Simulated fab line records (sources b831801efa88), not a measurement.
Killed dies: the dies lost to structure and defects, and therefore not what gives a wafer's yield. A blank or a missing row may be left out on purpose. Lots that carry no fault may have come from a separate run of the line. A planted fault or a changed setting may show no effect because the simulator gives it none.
fab line records	flow gf180mcu
[record] lots = 11	wafers = 33	lastDay = 34
route steps=602 shown V2@385 M3@411
lots that met no fault: taken from a fault-free run of the same line
startH: hours from the record's first day to the start of the lot's first wafer shown	waitH: time in hours since the lot's previous step	" repeats the value in the row above	L1.1+2: several wafers, shown together as one row	- no value, or no start was given	* or withheld: withheld	< > ~ a bound
route shown NAME@n: a module of which the file shows steps, and the number in the route of the first	usual: mean and standard deviation over wafers with no fault	same: alike in all rows	chamber/n: place in a boat	sites: the reading at each site	_std_site: the standard deviation of these	_edge_site: the outer-site mean with the inner-site mean subtracted	radiusMm: for every site, how far away it sits from the centre of the wafer	mask NAME#n: copy n	behind: tool/chamber where the wafer was last shaped	hold: what put the lot on hold/how long, in hours/how the hold closed	device: names the non-switching transistor (n, p or np)	end of line: at the end of the route, the tests of the same wafers	a step given without rows: its recipe and nothing more	killed: at the first sort, the dies lost to defects and structure; wafer yield is something else	map: the dies of a wafer, with x for killed, . for not killed, _ for no die there
set.NAME: setting as actually run; set.NAME@STEP: the setting as run at that earlier step	model.NAME: the simulator's own value behind a step, which no gauge read
route steps across a sampled set of lots; one table per step, one row per wafer
services: from which hour (startH, from the record's first day; less than 0 if before it) a tool's chamber was out of use, for how many hours, and why
[[steps]]
[step GF_V2_THK_MEAS_03]
[recipe] reads = SiO2_of_V2_CVD_02
[usual] V2_CVD_02_THK = 852/13
lot.wafer	tool	chamber	startH	waitH	V2_CVD_02_THK[nm]
L415.1	filmMetro-03	-	428.55	0.0	871
L415.2	"	-	"	"	854
L415.4	"	-	"	"	876
L417.1	filmMetro-01	-	452.76	0.0	855
L417.3	"	-	"	"	840
L417.4	"	-	"	"	857
L418.2	filmMetro-04	-	460.08	0.0	841
L418.5	"	-	"	"	873
L418.6	"	-	"	"	864
L419.1	filmMetro-03	-	470.43	0.0	854
L419.3	"	-	"	"	830
L419.6	"	-	"	"	851
L421.2	filmMetro-03	-	497.62	0.0	838
L421.4	"	-	"	"	855
L421.6	"	-	"	"	875
L424.3	filmMetro-01	-	518.23	0.1	850
L424.4	"	-	"	"	856
L424.6	"	-	"	"	854
L425.1	filmMetro-04	-	524.64	0.0	853
L425.5	"	-	"	"	867
L425.6	"	-	"	"	865
L433.2	filmMetro-03	-	602.33	0.1	821
L433.3	"	-	"	"	855
L433.5	"	-	"	"	843
L434.1	filmMetro-03	-	604.41	0.0	848
L434.3	"	-	"	"	844
L434.4	"	-	"	"	858
L435.2	filmMetro-01	-	605.67	0.0	853
L435.3	"	-	"	"	865
L435.4	"	-	"	"	870
L436.2	filmMetro-04	-	615.81	0.0	858
L436.3	"	-	"	"	853
L436.5	"	-	"	"	876
[step GF_V2_CVD_23]
[recipe] material = W	targetThkNm = 350	timeS = 104.94	tempC = 400	pressureTorr = 40
[usual] heaterPowerW = 920/54
lot.wafer	tool	chamber	startH	waitH	heaterPowerW
L415.1	cvdW-01	1	453.80	0.0	945
L415.2	"	0	"	"	867
L415.4	"	0	"	"	876
L417.1	cvdW-01	1	478.11	0.0	933
L417.3	"	1	"	"	941
L417.4	"	0	"	"	867
L418.2	cvdW-01	0	485.87	0.0	856
L418.5	"	0	"	"	848
L418.6	"	1	"	"	943
L419.1	cvdW-01	1	495.67	0.0	949
L419.3	"	0	"	"	873
L419.6	"	0	"	"	863
L421.2	cvdW-02	0	522.96	0.0	1013
L421.4	"	0	"	"	989
L421.6	"	0	"	"	1003
L424.3	cvdW-01	1	542.77	0.1	928
L424.4	"	0	"	"	857
L424.6	"	0	"	"	868
L425.1	cvdW-01	0	549.03	0.0	847
L425.5	"	1	"	"	935
L425.6	"	0	"	"	878
L433.2	cvdW-01	1	624.24	0.0	953
L433.3	"	1	"	"	959
L433.5	"	0	"	"	887
L434.1	cvdW-01	1	626.19	0.0	955
L434.3	"	0	"	"	882
L434.4	"	1	"	"	952
L435.2	cvdW-01	0	627.79	0.0	856
L435.3	"	0	"	"	870
L435.4	"	1	"	"	953
L436.2	cvdW-02	0	637.12	0.0	982
L436.3	"	0	"	"	1010
L436.5	"	1	"	"	861
[step GF_V2_RS_MEAS_24]
[recipe] thkMeasGauge = four-point-probe	reads = W_of_V2_CVD_23+TiN_of_V2_SPUTTER_22+Ti_of_V2_SPUTTER_21
[usual] V2_W_RS = 0.328/0.0036
lot.wafer	tool	chamber	startH	waitH	V2_W_RS[ohm/sq]
L415.1	filmMetro-03	-	453.92	0.1	0.328
L415.2	"	-	"	"	0.323
L415.4	"	-	"	"	0.322
L417.1	filmMetro-01	-	478.22	0.1	0.329
L417.3	"	-	"	"	0.330
L417.4	"	-	"	"	0.323
L418.2	filmMetro-01	-	486.00	0.1	0.326
L418.5	"	-	"	"	0.330
L418.6	"	-	"	"	0.336
L419.1	filmMetro-01	-	495.79	0.1	0.335
L419.3	"	-	"	"	0.325
L419.6	"	-	"	"	0.326
L421.2	filmMetro-04	-	523.09	0.1	0.325
L421.4	"	-	"	"	0.322
L421.6	"	-	"	"	0.325
L424.3	filmMetro-04	-	542.88	0.1	0.186
L424.4	"	-	"	"	0.183
L424.6	"	-	"	"	0.183
L425.1	filmMetro-01	-	549.14	0.1	0.184
L425.5	"	-	"	"	0.186
L425.6	"	-	"	"	0.184
L433.2	filmMetro-04	-	624.38	0.1	0.329
L433.3	"	-	"	"	0.330
L433.5	"	-	"	"	0.325
L434.1	filmMetro-04	-	626.30	0.1	0.330
L434.3	"	-	"	"	0.325
L434.4	"	-	"	"	0.330
L435.2	filmMetro-03	-	627.92	0.1	0.325
L435.3	"	-	"	"	0.325
L435.4	"	-	"	"	0.332
L436.2	filmMetro-04	-	637.25	0.1	0.325
L436.3	"	-	"	"	0.325
L436.5	"	-	"	"	0.330
[step GF_V2_THK_MEAS_25]
[recipe] thkMeasGauge = xrf	reads = W_of_V2_CVD_23
[usual] V2_W_THK = 356/5.3
lot.wafer	tool	chamber	startH	waitH	V2_W_THK[nm]
L415.1	filmMetro-03	-	454.04	0.1	357
L415.2	"	-	"	"	360
L415.4	"	-	"	"	359
L417.1	filmMetro-01	-	478.34	0.1	359
L417.3	"	-	"	"	360
L417.4	"	-	"	"	367
L418.2	filmMetro-01	-	486.11	0.1	363
L418.5	"	-	"	"	358
L418.6	"	-	"	"	350
L419.1	filmMetro-01	-	495.91	0.1	350
L419.3	"	-	"	"	362
L419.6	"	-	"	"	362
L421.2	filmMetro-04	-	523.20	0.1	359
L421.4	"	-	"	"	363
L421.6	"	-	"	"	360
L424.3	filmMetro-04	-	542.98	0.1	-
L424.4	"	-	"	"	-
L424.6	"	-	"	"	-
L425.1	filmMetro-01	-	549.26	0.1	-
L425.5	"	-	"	"	-
L425.6	"	-	"	"	-
L433.2	filmMetro-04	-	624.49	0.1	358
L433.3	"	-	"	"	356
L433.5	"	-	"	"	363
L434.1	filmMetro-04	-	626.42	0.1	357
L434.3	"	-	"	"	365
L434.4	"	-	"	"	357
L435.2	filmMetro-03	-	628.03	0.1	355
L435.3	"	-	"	"	356
L435.4	"	-	"	"	346
L436.2	filmMetro-04	-	637.36	0.1	363
L436.3	"	-	"	"	364
L436.5	"	-	"	"	355
[step GF_V2_CMP_26]
[recipe] stopOn = SiO2	downForcePsi = 3.5	platenRpm = 60	tOverpolishS = 15	targetThkNm = 0	padVelocityMS = 0.94248
[usual] motorCurrentA = 11.0/0.9	timeToEndpointS = 84/3.5
lot.wafer	tool	chamber	startH	waitH	motorCurrentA	timeToEndpointS
L415.2	cmp-01	2	454.24	0.2	11.3	90
L415.1	"	3	"	"	11.8	84
L415.4	"	1	"	"	12.5	91
L417.1	cmp-01	2	478.40	0.1	11.0	82
L417.4	"	0	"	"	10.7	86
L417.3	"	1	"	"	12.6	80
L418.2	cmp-01	3	486.16	0.0	11.5	83
L418.5	"	3	"	"	11.3	82
L418.6	"	0	"	"	10.2	85
L419.3	cmp-01	3	496.07	0.1	11.0	84
L419.1	"	0	"	"	10.4	85
L419.6	"	1	"	"	12.2	88
L421.4	cmp-01	1	523.25	0.0	12.3	82
L421.2	"	3	"	"	11.1	80
L421.6	"	2	"	"	10.5	80
L424.3	cmp-01	3	543.07	0.1	11.6	139
L424.4	"	0	"	"	9.8	150
L424.6	"	3	"	"	11.2	145
L425.1	cmp-01	2	549.42	0.1	10.7	150
L425.5	"	0	"	"	10.9	141
L425.6	"	1	"	"	11.8	148
L433.3	cmp-02	1	624.64	0.1	8.9	84
L433.2	"	2	"	"	10.3	84
L433.5	"	3	"	"	10.4	83
L434.4	cmp-01	1	626.48	0.0	12.0	83
L434.3	"	2	"	"	10.8	83
L434.1	"	3	"	"	11.9	80
L435.4	cmp-02	3	628.13	0.1	10.5	83
L435.3	"	0	"	"	12.0	85
L435.2	"	1	"	"	9.7	88
L436.2	cmp-02	1	637.41	0.0	9.2	90
L436.3	"	2	"	"	10.6	87
L436.5	"	1	"	"	9.1	88
[step GF_M3_SPUTTER_02]
[recipe] material = AlCu	targetThkNm = 450	powerW = 10600	timeS = 23.9	chamberPressurePa = 0.4
[usual] throttleValvePct = 30.1/0.76
lot.wafer	tool	chamber	startH	waitH	throttleValvePct
L415.1	pvdSputter-04	-	454.67	0.0	31.3
L415.2	"	-	"	"	29.7
L415.4	"	-	"	"	30.1
L417.1	pvdSputter-01	-	478.83	0.0	29.7
L417.3	"	-	"	"	30.5
L417.4	"	-	"	"	30.0
L418.2	pvdSputter-01	-	486.59	0.0	29.8
L418.5	"	-	"	"	29.8
L418.6	"	-	"	"	30.1
L419.1	pvdSputter-04	-	496.40	0.0	29.7
L419.3	"	-	"	"	31.8
L419.6	"	-	"	"	29.6
L421.2	pvdSputter-01	-	523.68	0.0	30.6
L421.4	"	-	"	"	30.1
L421.6	"	-	"	"	29.8
L424.3	pvdSputter-01	-	543.45	0.0	30.5
L424.4	"	-	"	"	29.9
L424.6	"	-	"	"	29.3
L425.1	pvdSputter-01	-	549.75	0.0	29.7
L425.5	"	-	"	"	30.3
L425.6	"	-	"	"	29.7
L433.2	pvdSputter-01	-	624.98	0.0	29.4
L433.3	"	-	"	"	30.5
L433.5	"	-	"	"	29.3
L434.1	pvdSputter-02	-	626.91	0.0	29.1
L434.3	"	-	"	"	30.7
L434.4	"	-	"	"	29.0
L435.2	pvdSputter-01	-	628.52	0.0	29.9
L435.3	"	-	"	"	29.9
L435.4	"	-	"	"	29.1
L436.2	pvdSputter-01	-	637.84	0.0	30.0
L436.3	"	-	"	"	30.4
L436.5	"	-	"	"	29.5
[step GF_M3_CD_MEAS_14]
[recipe] targetCdNm = 280
[usual] cdNm = 279.3/1.2
lot.wafer	tool	chamber	startH	waitH	cdNm
L415.1	cdSem-01	-	478.54	0.1	280.7
L415.2	"	-	"	"	281.4
L415.4	"	-	"	"	280.9
L417.1	cdSem-02	-	502.49	0.1	278.1
L417.3	"	-	"	"	279.1
L417.4	"	-	"	"	280.1
L418.2	cdSem-01	-	510.68	0.1	280.3
L418.5	"	-	"	"	279.2
L418.6	"	-	"	"	278.5
L419.1	cdSem-02	-	519.91	0.1	279.3
L419.3	"	-	"	"	279.6
L419.6	"	-	"	"	280.8
L421.2	cdSem-01	-	546.91	0.1	279.4
L421.4	"	-	"	"	280.6
L421.6	"	-	"	"	278.8
L424.3	cdSem-01	-	566.55	0.1	279.1
L424.4	"	-	"	"	280.2
L424.6	"	-	"	"	281.0
L425.1	cdSem-02	-	572.70	0.3	278.7
L425.5	"	-	"	"	280.6
L425.6	"	-	"	"	280.1
L433.2	cdSem-01	-	645.12	0.1	278.0
L433.3	"	-	"	"	278.7
L433.5	"	-	"	"	278.7
L434.1	cdSem-01	-	646.84	0.1	280.4
L434.3	"	-	"	"	280.6
L434.4	"	-	"	"	280.1
L435.2	cdSem-02	-	648.51	0.1	281.1
L435.3	"	-	"	"	280.2
L435.4	"	-	"	"	279.0
L436.2	cdSem-01	-	656.82	0.1	279.8
L436.3	"	-	"	"	279.0
L436.5	"	-	"	"	280.4
[[services]]
tool	chamber	startH	hours	kind
cmp-02	-	432.83	2.1	repair
cmp-02	-	436.46	74.2	repair
cvdW-02	1	444.35	3.7	repair
cvdW-02	-	448.32	0.8	repair
cvdW-02	1	450.26	4.4	repair
cmp-02	-	459.39	2.2	repair
pvdSputter-04	-	469.08	10.9	repair
pvdSputter-01	0	473.64	-	consumableReplace:kit
pvdSputter-01	0	473.64	18.0	scheduledDown
pvdSputter-01	0	473.64	18.0	ventCycle
pvdSputter-04	-	485.98	2.2	repair
cvdW-01	0	502.74	6.7	repair
pvdSputter-01	-	506.24	3.5	repair
pvdSputter-01	-	540.95	2.3	repair
cmp-01	-	570.05	8.1	pm
cmp-02	-	572.05	4.0	pm
cmp-02	-	574.46	6.4	repair
cmp-01	-	581.18	4.3	pm
cvdW-01	-	604.48	1.2	repair
pvdSputter-01	3	607.79	-	consumableReplace:kit
pvdSputter-01	3	607.79	18.0	scheduledDown
pvdSputter-01	3	607.79	18.0	ventCycle
cmp-01	-	609.97	1.6	repair
cmp-01	-	611.00	0.5	repair
[[key]]
[firstSign] step = GF_V2_RS_MEAS_24	reading = V2_W_RS	direction = down	sigmas = 40	usual = 0.328	struck = 0.184
[effect] step = GF_V2_THK_MEAS_25	reading = V2_W_THK	direction = missing
[effect] step = GF_V2_CMP_26	reading = timeToEndpointS	direction = up	sigmas = 18	usual = *	struck = *
metAt GF_V2_CVD_23
struckLots L424,L425
notActingAt GF_V2_THK_MEAS_03,GF_M3_SPUTTER_02,GF_M3_CD_MEAS_14
onsetBetween 495.67 542.77
[fault] kind = processParameterDrift	tool = cvdW-01	chamber = -	onsetH = 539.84	steps = GF_V2_CVD_23	channel = targetThkNm	offset = 273.07	shape = step	endH = 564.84	actsIn = theseRecipesOnly	stated = 350
